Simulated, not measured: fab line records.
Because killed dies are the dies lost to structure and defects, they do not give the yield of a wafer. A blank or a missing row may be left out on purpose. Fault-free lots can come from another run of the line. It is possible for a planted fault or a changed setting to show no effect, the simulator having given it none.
What tool caused it? :: flow gf180mcu :: 11 lots, 33 wafers sampled, at 2 steps of a route of 602

== WHAT THE GAUGES SHOWED, per wafer ==
GF_HV_LDD_TW_MEAS_11.
lot: L724
measured: day 10 12:08
on: filmMetro-04
HV_LDD_TW: 2448 2448 2453

lot: L725
measured: day 10 22:47
on: filmMetro-04
HV_LDD_TW: 2447 2454 2454

lot: L728
measured: day 11 15:01
on: filmMetro-02
HV_LDD_TW: 2422 2420 2428

lot: L729
measured: day 11 23:49
on: filmMetro-02
HV_LDD_TW: 2426 2422 2432

lot: L730
measured: day 12 11:36
on: filmMetro-04
HV_LDD_TW: 2432 2435 2432

lot: L732
measured: day 13 01:32
on: filmMetro-04
HV_LDD_TW: 2452 2451 2438

lot: L739
measured: day 15 04:53
on: filmMetro-04
HV_LDD_TW: 1214 1216 1241

lot: L740
measured: day 15 13:02
on: filmMetro-04
HV_LDD_TW: 1229 1204 1223

lot: L741
measured: day 16 01:16
on: filmMetro-04
HV_LDD_TW: 2431 2439 2434

lot: L744
measured: day 17 03:05
on: filmMetro-01
HV_LDD_TW: 2449 2441 2431

lot: L745
measured: day 17 12:16
on: filmMetro-02
HV_LDD_TW: 2429 2420 2418

== WHICH TOOL RAN EACH LOT (tool, then ch and the chambers of the sampled wafers, then the start) ==
lot: L724
GF_HV_LDD_IMPLANT_09: implanter-01 ch 0, day 10 11:54

lot: L725
GF_HV_LDD_IMPLANT_09: implanter-01 ch 0, day 10 22:33

lot: L728
GF_HV_LDD_IMPLANT_09: implanter-01 ch 0, day 11 14:48

lot: L729
GF_HV_LDD_IMPLANT_09: implanter-02 ch 0, day 11 23:35

lot: L730
GF_HV_LDD_IMPLANT_09: implanter-01 ch 0, day 12 11:21

lot: L732
GF_HV_LDD_IMPLANT_09: implanter-01 ch 0, day 13 01:17

lot: L739
GF_HV_LDD_IMPLANT_09: implanter-01 ch 0, day 15 04:38

lot: L740
GF_HV_LDD_IMPLANT_09: implanter-01 ch 0, day 15 12:49

lot: L741
GF_HV_LDD_IMPLANT_09: implanter-04 ch 0, day 16 01:03

lot: L744
GF_HV_LDD_IMPLANT_09: implanter-04 ch 0, day 17 02:50

lot: L745
GF_HV_LDD_IMPLANT_09: implanter-04 ch 0, day 17 12:02
- GF_HV_LDD_IMPLANT_09

== THE ANSWER, worked out from the rows above alone ==
Rule: the lots themselves supply what counts as usual. Put in order of their means at a reading, lots are off if they are a third of the lots or fewer, leave a main group of 4 or more, and stand apart from it by a gap of 3 or more times the standard deviation of the main group's means; of several such gaps the widest counts. The tables above print the reading to a certain number of digits; a main group whose means all agree to those digits is not used. Also off: a lot with no number at a reading for which 4 or more lots have one. Where the step has rows for the other lots, those lots are counted as sound.
Off: L739, L740, seen at GF_HV_LDD_TW_MEAS_11 (HV_LDD_TW). The main group: mean 2437, standard deviation 11.
A tool fits if, at a process step before that reading, it ran every lot that is off, and no sound lot after the first of them. The gauges at GF_HV_LDD_TW_MEAS_11 are tried like those tools. One fits: GF_HV_LDD_IMPLANT_09 on implanter-01. A fault onset in the window from L732 (day 13 01:17, its last sound lot) to L739 (day 15 04:38, its first lot off) fits.

== WHAT THE SIMULATOR HAD INSERTED ==
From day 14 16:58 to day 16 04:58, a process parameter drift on implanter-01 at GF_HV_LDD_IMPLANT_09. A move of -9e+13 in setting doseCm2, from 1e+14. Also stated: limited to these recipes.
Shown lots that were struck: L739, L740. The same result came from the rule above.
